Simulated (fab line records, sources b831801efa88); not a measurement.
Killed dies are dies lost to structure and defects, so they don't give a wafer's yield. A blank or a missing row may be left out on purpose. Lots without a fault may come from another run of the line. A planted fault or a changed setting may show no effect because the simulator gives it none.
A struck lot beside a sound one | flow sky130 | 14 steps out of a route of 708
Sound: wafers L478.1, L478.4, L478.5. Struck: wafers L485.1, L485.3, L485.5. The cause comes at the end.
At each step with rows: each side's tool, then ch and its chambers, then its first start. Under that, the readings that differ: sound wafers | struck wafers | difference of the means | sigmas: that difference in standard deviations of wafers without a fault.
alike: readings whose means differ by less than 2 such deviations, and words and numbers that are the same on both sides. not compared: withheld readings, readings that some wafer has no value for, bounds like >300 that may hide the same value, and numbers for which the record gives no deviation and whose values overlap.
The two part at a step that has a row with sigmas, a row that says differs or no value, or rows on one side only. Numbers that don't overlap but have no deviation are shown without sigmas and don't part them. A reading that every wafer of one side lacks parts them only if that side has two wafers or more.

SKY_VIA4_STRIP_13: strips in O2/N2.
  sound on plasma_asher-04 ch 1, day 44 12:11; struck on plasma_asher-04 ch 0,1, day 46 12:08
  alike: drypump_motor_current_A, oes_product_au, strip_time_to_endpoint_s
  not compared: rf_hours_counter_h
then, 3 steps without rows for these wafers: SKY_VIA4_STRIP_14 (strips in post etch residue remover, time 1200 s); SKY_VIA4_CLEAN_15 (cleans in IPA, time 180 s); SKY_VIA4_CLEAN_16 (cleans in O3/DIW).
SKY_VIA4_SPUTTER_17: material TiN, target thk 20 nm, time 80 s.
  sound on pvd_sputter-01, day 44 12:46; struck on pvd_sputter-03, day 46 12:46
  alike: cathode_dc_power_W, chamber_pressure_pa, throttle_valve_pct
then, 1 step without rows for these wafers: SKY_VIA4_CVD_18 (deposits W, target thk 505 nm, time 152.14 s).
SKY_VIA4_RS_MEAS_19: measures by four-point-probe.
  sound on film_metro-02, day 44 12:59; struck on film_metro-02, day 46 13:00
  alike: VIA4_W_RS
SKY_VIA4_THK_MEAS_20: measures by xrf.
  sound on film_metro-02, day 44 13:07; struck on film_metro-02, day 46 13:07
  reading         | sound       | struck      | difference | sigmas
  VIA4_W_THK (nm) | 507 504 502 | 487 493 490 | -14        | -2
SKY_VIA4_CMP_21: polishes, stops on SiO2, t overpolish 25 s, target thk 0 nm.
  sound on cmp-02 ch 0,1,3, day 44 13:16; struck on cmp-02 ch 0,2, day 46 13:18
  alike: head_pressure_psi, motor_current_A, overpolish_run_s, platen_rpm, time_to_endpoint_s
then, 2 steps without rows for these wafers: SKY_METAL5_SPUTTER_00 (material Ti, target thk 15 nm, time 10 s); SKY_METAL5_SPUTTER_01 (material TiN, target thk 20 nm, time 16.7 s).
SKY_METAL5_SPUTTER_02: material AlCu, target thk 1150 nm, time 61.2 s.
  sound on pvd_sputter-02, day 44 13:31; struck on pvd_sputter-04, day 46 13:39
  alike: cathode_dc_power_W, chamber_pressure_pa, throttle_valve_pct
SKY_METAL5_SPUTTER_03: material Ti, target thk 5 nm, time 3.3 s.
  sound on pvd_sputter-02, day 44 13:34; struck on pvd_sputter-04, day 46 13:42
  no value came back on the struck wafers for cathode_dc_power_W (W), chamber_pressure_pa (Pa), throttle_valve_pct (%); on the sound wafers cathode_dc_power_W (W) reads 3000.1 2999.5 3000.0
SKY_METAL5_SPUTTER_04: material TiN, target thk 70 nm, time 58.3 s.
  sound on pvd_sputter-02, day 44 13:35; struck on pvd_sputter-04, day 46 13:43
  alike: cathode_dc_power_W, chamber_pressure_pa, throttle_valve_pct

WHERE THEY PART
First at SKY_VIA4_THK_MEAS_20; last, within this record, at SKY_METAL5_SPUTTER_03. Later steps at which nothing parts them and some readings are alike: SKY_METAL5_SPUTTER_04.

WHY: what the simulator had put in
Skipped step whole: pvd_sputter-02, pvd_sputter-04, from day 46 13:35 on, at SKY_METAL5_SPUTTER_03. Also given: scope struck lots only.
